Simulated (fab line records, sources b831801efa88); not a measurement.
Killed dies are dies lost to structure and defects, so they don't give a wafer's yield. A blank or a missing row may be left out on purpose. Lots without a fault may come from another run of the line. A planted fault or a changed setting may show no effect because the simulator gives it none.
Which tool did it? | flow gf180mcu | 12 lots, 36 wafers sampled, at 5 steps of a route of 602

WHAT THE GAUGES READ, wafer by wafer
GF_HV_LDD_CD_MEAS_19: target cd 400 nm.
lot  | measured     | on        | cd_nm (nm)
L113 | day 10 17:52 | cd_sem-01 | 404.0 399.6 400.9
L115 | day 11 05:58 | cd_sem-01 | 397.8 401.4 400.4
L117 | day 11 23:58 | cd_sem-02 | 400.3 401.2 401.5
L118 | day 12 09:19 | cd_sem-01 | 399.9 399.8 400.2
L120 | day 13 04:56 | cd_sem-02 | 399.2 400.2 399.8
L121 | day 13 16:14 | cd_sem-01 | 405.1 402.3 400.9
L123 | day 14 09:52 | cd_sem-02 | 400.0 402.7 401.6
L126 | day 15 05:02 | cd_sem-02 | - - -
L127 | day 15 15:22 | cd_sem-02 | 399.0 400.8 397.4
L129 | day 15 23:52 | cd_sem-02 | - - -
L134 | day 17 06:47 | cd_sem-02 | 399.6 398.6 399.8
L135 | day 17 14:58 | cd_sem-02 | 398.8 401.1 399.6

GF_HV_LDD_OVL_MEAS_20.
lot  | measured     | on         | HV_LDD_01_OVL (nm)
L113 | day 10 17:59 | overlay-02 | -1.7 0.8 -1.7
L115 | day 11 06:04 | overlay-01 | 0.2 1.0 -1.0
L117 | day 12 00:04 | overlay-01 | 1.7 -0.9 -2.7
L118 | day 12 09:25 | overlay-02 | 1.0 2.5 1.0
L120 | day 13 05:04 | overlay-01 | -1.3 0.2 0.1
L121 | day 13 16:21 | overlay-02 | 1.6 0.6 -1.4
L123 | day 14 09:57 | overlay-01 | -1.7 -0.8 -2.1
L126 | day 15 05:07 | overlay-02 | - - -
L127 | day 15 15:29 | overlay-02 | -0.8 -2.8 -1.7
L129 | day 15 23:58 | overlay-02 | - - -
L134 | day 17 06:52 | overlay-01 | 0.1 -1.2 0.1
L135 | day 17 15:03 | overlay-02 | -2.1 -3.0 -2.3

GF_HV_LDD_TW_MEAS_23.
lot  | measured     | on            | HV_LDD_2_TW
L113 | day 10 18:17 | film_metro-01 | 1073 1072 1076
L115 | day 11 06:21 | film_metro-01 | 1073 1070 1072
L117 | day 12 00:22 | film_metro-03 | 1050 1045 1042
L118 | day 12 09:42 | film_metro-01 | 1069 1069 1073
L120 | day 13 05:21 | film_metro-03 | 1043 1038 1041
L121 | day 13 16:38 | film_metro-03 | 1047 1043 1049
L123 | day 14 10:15 | film_metro-04 | 1069 1070 1067
L126 | day 15 05:25 | film_metro-03 | 30 30 30
L127 | day 15 15:47 | film_metro-01 | 1069 1073 1075
L129 | day 16 00:16 | film_metro-04 | 30 30 30
L134 | day 17 07:09 | film_metro-01 | 1087 1077 1088
L135 | day 17 15:20 | film_metro-04 | 1061 1059 1058

GF_V2_OVL_MEAS_15.
lot  | measured     | on         | V2_OVL (nm)
L113 | day 19 23:26 | overlay-01 | 1 6 8
L115 | day 20 13:55 | overlay-02 | 6 5 5
L117 | day 21 13:50 | overlay-01 | 3 6 0
L118 | day 22 04:01 | overlay-02 | -12 -5 -14
L120 | day 23 03:02 | overlay-02 | -7 3 -7
L121 | day 23 22:23 | overlay-01 | 0 2 0
L123 | day 24 14:04 | overlay-01 | -5 -3 -9
L127 | day 25 19:11 | overlay-01 | 2 -3 -4
L134 | day 27 06:45 | overlay-02 | -9 0 -11
L135 | day 27 14:12 | overlay-01 | -4 2 2

WHICH TOOL RAN EACH LOT (tool, then ch and the chambers of the sampled wafers, then the start)
lot  | GF_HV_LDD_DEVELOP_18
L113 | litho_track-02 ch 0, day 10 17:43
L115 | litho_track-03 ch 0, day 11 05:49
L117 | litho_track-01 ch 0, day 11 23:48
L118 | litho_track-03 ch 0, day 12 09:10
L120 | litho_track-03 ch 0, day 13 04:47
L121 | litho_track-03 ch 0, day 13 16:05
L123 | litho_track-01 ch 0, day 14 09:43
L126 | litho_track-03 ch 0, day 15 04:55
L127 | litho_track-02 ch 0, day 15 15:13
L129 | litho_track-03 ch 0, day 15 23:40
L134 | litho_track-01 ch 0, day 17 06:38
L135 | litho_track-02 ch 0, day 17 14:49
- GF_HV_LDD_DEVELOP_18: develop time 60 s.

WHAT THE TOOLS THEMSELVES READ (means of the sampled wafers that have a number; where no wafer has one, the mark that the record gives instead)
GF_HV_LDD_DEVELOP_18.
lot  | tool           | chill_plate_temp_C (C) | developer_temp_C (C)
L113 | litho_track-02 | 22.96                  | 22.99
L115 | litho_track-03 | 23.00                  | 23.12
L117 | litho_track-01 | 22.92                  | 22.98
L118 | litho_track-03 | 22.89                  | 23.09
L120 | litho_track-03 | 22.92                  | 22.86
L121 | litho_track-03 | 23.10                  | 23.03
L123 | litho_track-01 | 23.04                  | 22.96
L126 | litho_track-03 | 23.01                  | 22.96
L127 | litho_track-02 | 23.07                  | 22.86
L129 | litho_track-03 | 22.95                  | 23.01
L134 | litho_track-01 | 23.00                  | 23.04
L135 | litho_track-02 | 22.95                  | 23.18

THE ANSWER, worked out from the rows above alone
Rule: what is usual is taken from the lots themselves. Put in order of their means at a reading, lots are off if they are a third of the lots or fewer, leave a main group of 4 or more, and stand apart from it by a gap of 3 or more times the standard deviation of the main group's means; of several such gaps the widest counts. A main group whose means are all the same, to the digits that the tables above print for the reading, isn't used. A lot without any number at a reading at which 4 lots or more have one is off too. The other lots that the step has rows for count as sound. The gauges are gone through in route order, then the tools' own readings, and for those a lot's mean is taken as printed above. The first step at which some lot is off is used, and at that step the reading that is off furthest; a lot without a number counts as furthest.
Off: L126, L129, at GF_HV_LDD_CD_MEAS_19 (cd_nm). Without a number there: L126, L129. The main group: mean 400.4 nm, standard deviation 1.1.
A tool fits if, at a process step before that reading, it ran every lot that is off, and no sound lot after the first of them. The gauges at GF_HV_LDD_CD_MEAS_19 aren't tried: what is off there is off at GF_HV_LDD_OVL_MEAS_20 too, on other tools, and a gauge's error can't cause that. One fits: litho_track-03 at GF_HV_LDD_DEVELOP_18. Its last sound lot is L121 (day 13 16:05), its first lot that is off L126 (day 15 04:55): a fault that began between those two fits.

WHAT THE SIMULATOR HAD PUT IN
Process parameter drift: litho_track-03, from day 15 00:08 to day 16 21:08, at GF_HV_LDD_DEVELOP_18. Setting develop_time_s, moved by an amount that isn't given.
Lots struck among those shown: L126, L129. The rule above found the same.
